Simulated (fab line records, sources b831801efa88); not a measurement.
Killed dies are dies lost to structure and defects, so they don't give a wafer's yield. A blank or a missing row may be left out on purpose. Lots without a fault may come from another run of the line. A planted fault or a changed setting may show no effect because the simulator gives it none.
Which tool did it? | flow sky130 | 10 lots, 30 wafers sampled, at 6 steps of a route of 708

WHAT THE GAUGES READ, wafer by wafer
SKY_CAP2M_OVL_MEAS_12.
lot  | measured     | on         | CAP2M_OVL (nm)
L755 | day 40 17:00 | overlay-01 | -0.6 0.7 -0.8
L756 | day 41 11:05 | overlay-02 | 1.0 -0.9 0.5
L757 | day 41 14:02 | overlay-02 | 2.5 0.4 1.3
L763 | day 43 18:59 | overlay-02 | 0.5 0.9 -0.2
L765 | day 44 00:32 | overlay-01 | 0.4 0.2 0.7
L764 | day 44 01:16 | overlay-02 | 2.7 2.2 2.5
L770 | day 45 10:31 | overlay-02 | 0.1 -0.1 -0.6
L771 | day 45 15:24 | overlay-01 | -1.9 3.9 -0.7
L774 | day 46 01:45 | overlay-02 | -0.3 -1.2 -1.0
L775 | day 46 04:21 | overlay-01 | -0.2 2.2 0.0

SKY_VIA4_RS_MEAS_19: measures by four-point-probe.
lot  | measured     | on            | VIA4_W_RS (ohm/sq)
L755 | day 42 18:49 | film_metro-01 | 0.229 0.228 0.227
L756 | day 43 12:17 | film_metro-04 | 0.226 0.224 0.231
L757 | day 43 14:37 | film_metro-02 | 0.227 0.222 0.232
L763 | day 45 17:37 | film_metro-01 | 0.230 0.355 0.363
L765 | day 45 22:59 | film_metro-04 | 0.222 0.367 0.348
L764 | day 45 23:47 | film_metro-02 | 0.225 0.361 0.224
L770 | day 47 05:37 | film_metro-02 | 0.224 0.229 0.228
L771 | day 47 10:25 | film_metro-01 | 0.228 0.224 0.223
L774 | day 47 20:47 | film_metro-01 | 0.227 0.228 0.226
L775 | day 47 23:41 | film_metro-02 | 0.225 0.222 0.226

SKY_VIA4_THK_MEAS_20: measures by xrf.
lot  | measured     | on            | VIA4_W_THK (nm)
L755 | day 42 18:55 | film_metro-01 | 494 495 497
L756 | day 43 12:23 | film_metro-04 | 492 494 486
L757 | day 43 14:44 | film_metro-02 | 489 499 481
L763 | day 45 17:44 | film_metro-01 | 488 318 310
L765 | day 45 23:05 | film_metro-04 | 496 304 321
L764 | day 45 23:53 | film_metro-02 | 497 313 499
L770 | day 47 05:43 | film_metro-02 | 490 479 481
L771 | day 47 10:32 | film_metro-01 | 490 497 501
L774 | day 47 20:55 | film_metro-01 | 493 489 495
L775 | day 47 23:49 | film_metro-02 | 486 491 487

WHICH TOOL RAN EACH LOT (tool, then ch and the chambers of the sampled wafers, then the start)
lot  | SKY_CAP2M_STRIP_14                   | SKY_METAL4_ETCH_16                | SKY_VIA4_CVD_18
L755 | plasma_asher-01 ch 0,1, day 40 17:08 | rie_metal-02 ch 1, day 41 17:48   | cvd_w-02 ch 0,1, day 42 18:40
L756 | plasma_asher-02 ch 0,1, day 41 11:14 | rie_metal-04 ch 0,1, day 42 11:24 | cvd_w-02 ch 0,1, day 43 12:09
L757 | plasma_asher-03 ch 0,1, day 41 14:08 | rie_metal-04 ch 0,1, day 42 13:55 | cvd_w-02 ch 0,1, day 43 14:28
L763 | plasma_asher-02 ch 0,1, day 43 19:05 | rie_metal-02 ch 0,1, day 44 18:18 | cvd_w-02 ch 0,1, day 45 17:27
L765 | plasma_asher-03 ch 0,1, day 44 00:38 | rie_metal-01 ch 0,1, day 44 23:35 | cvd_w-02 ch 0,1, day 45 22:48
L764 | plasma_asher-01 ch 0, day 44 01:22   | rie_metal-04 ch 0,1, day 45 00:27 | cvd_w-02 ch 0,1, day 45 23:37
L770 | plasma_asher-02 ch 0,1, day 45 10:37 | rie_metal-01 ch 0,1, day 46 07:47 | cvd_w-01 ch 0, day 47 05:26
L771 | plasma_asher-01 ch 0,1, day 45 15:31 | rie_metal-02 ch 1, day 46 12:41   | cvd_w-01 ch 0,1, day 47 10:15
L774 | plasma_asher-01 ch 0,1, day 46 01:52 | rie_metal-01 ch 0,1, day 46 22:27 | cvd_w-01 ch 0,1, day 47 20:38
L775 | plasma_asher-03 ch 0,1, day 46 04:28 | rie_metal-01 ch 0,1, day 47 01:27 | cvd_w-01 ch 0,1, day 47 23:32
- SKY_CAP2M_STRIP_14: strips in O2/N2.
- SKY_METAL4_ETCH_16: etches BARC in N2/H2, stops on SiO2, time 88.2 s, target depth 60 nm.
- SKY_VIA4_CVD_18: deposits W, target thk 505 nm, time 152.14 s.

WHAT THE TOOLS THEMSELVES READ (means of the sampled wafers that have a number; where no wafer has one, the mark that the record gives instead)
SKY_CAP2M_STRIP_14.
lot  | tool            | drypump_motor_current_A (A) | oes_product_au (a.u.) | strip_time_to_endpoint_s (s)
L755 | plasma_asher-01 | 5.3                         | 0.714                 | 12.68
L756 | plasma_asher-02 | 5.7                         | 0.710                 | 12.67
L757 | plasma_asher-03 | 5.7                         | 0.713                 | 12.69
L763 | plasma_asher-02 | 5.7                         | 0.707                 | 12.70
L765 | plasma_asher-03 | 5.6                         | 0.709                 | 12.54
L764 | plasma_asher-01 | 4.8                         | 0.714                 | 12.64
L770 | plasma_asher-02 | 5.7                         | 0.714                 | 12.71
L771 | plasma_asher-01 | 5.3                         | 0.711                 | 12.66
L774 | plasma_asher-01 | 5.3                         | 0.715                 | 12.68
L775 | plasma_asher-03 | 5.7                         | 0.706                 | 12.67

SKY_METAL4_ETCH_16.
lot  | tool         | drypump_motor_current_A (A) | oes_product_au (a.u.) | throttle_valve_pct (%)
L755 | rie_metal-02 | 6.6                         | 0.623                 | 13.207
L756 | rie_metal-04 | 6.4                         | 0.621                 | 13.203
L757 | rie_metal-04 | 6.4                         | 0.623                 | 13.205
L763 | rie_metal-02 | 5.5                         | 0.616                 | 13.208
L765 | rie_metal-01 | 6.0                         | 0.619                 | 13.207
L764 | rie_metal-04 | 6.2                         | 0.624                 | 13.201
L770 | rie_metal-01 | 6.1                         | 0.626                 | 13.209
L771 | rie_metal-02 | 6.6                         | 0.626                 | 13.207
L774 | rie_metal-01 | 6.1                         | 0.621                 | 13.210
L775 | rie_metal-01 | 6.1                         | 0.622                 | 13.210

SKY_VIA4_CVD_18.
lot  | tool     | heater_power_w (W)
L755 | cvd_w-02 | 782
L756 | cvd_w-02 | 817
L757 | cvd_w-02 | 819
L763 | cvd_w-02 | 784
L765 | cvd_w-02 | 812
L764 | cvd_w-02 | 814
L770 | cvd_w-01 | 944
L771 | cvd_w-01 | 930
L774 | cvd_w-01 | 926
L775 | cvd_w-01 | 945

THE ANSWER, worked out from the rows above alone
Rule: what is usual is taken from the lots themselves. Put in order of their means at a reading, lots are off if they are a third of the lots or fewer, leave a main group of 4 or more, and stand apart from it by a gap of 3 or more times the standard deviation of the main group's means; of several such gaps the widest counts. A main group whose means are all the same, to the digits that the tables above print for the reading, isn't used. A lot without any number at a reading at which 4 lots or more have one is off too. The other lots that the step has rows for count as sound. The gauges are gone through in route order, then the tools' own readings, and for those a lot's mean is taken as printed above. The first step at which some lot is off is used, and at that step the reading that is off furthest; a lot without a number counts as furthest.
Off: L763, L765, L764, at SKY_VIA4_RS_MEAS_19 (VIA4_W_RS). The main group: mean 0.226 ohm/sq, standard deviation 0.0012.
A tool fits if, at a process step before that reading, it ran every lot that is off, and no sound lot after the first of them. The gauges at SKY_VIA4_RS_MEAS_19 are tried like those tools. One fits: cvd_w-02 at SKY_VIA4_CVD_18. Its last sound lot is L757 (day 43 14:28), its first lot that is off L763 (day 45 17:27): a fault that began between those two fits.

WHAT THE SIMULATOR HAD PUT IN
Process parameter drift: cvd_w-02, from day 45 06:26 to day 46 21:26, at SKY_VIA4_CVD_18. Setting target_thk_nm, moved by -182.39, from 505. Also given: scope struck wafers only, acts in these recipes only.
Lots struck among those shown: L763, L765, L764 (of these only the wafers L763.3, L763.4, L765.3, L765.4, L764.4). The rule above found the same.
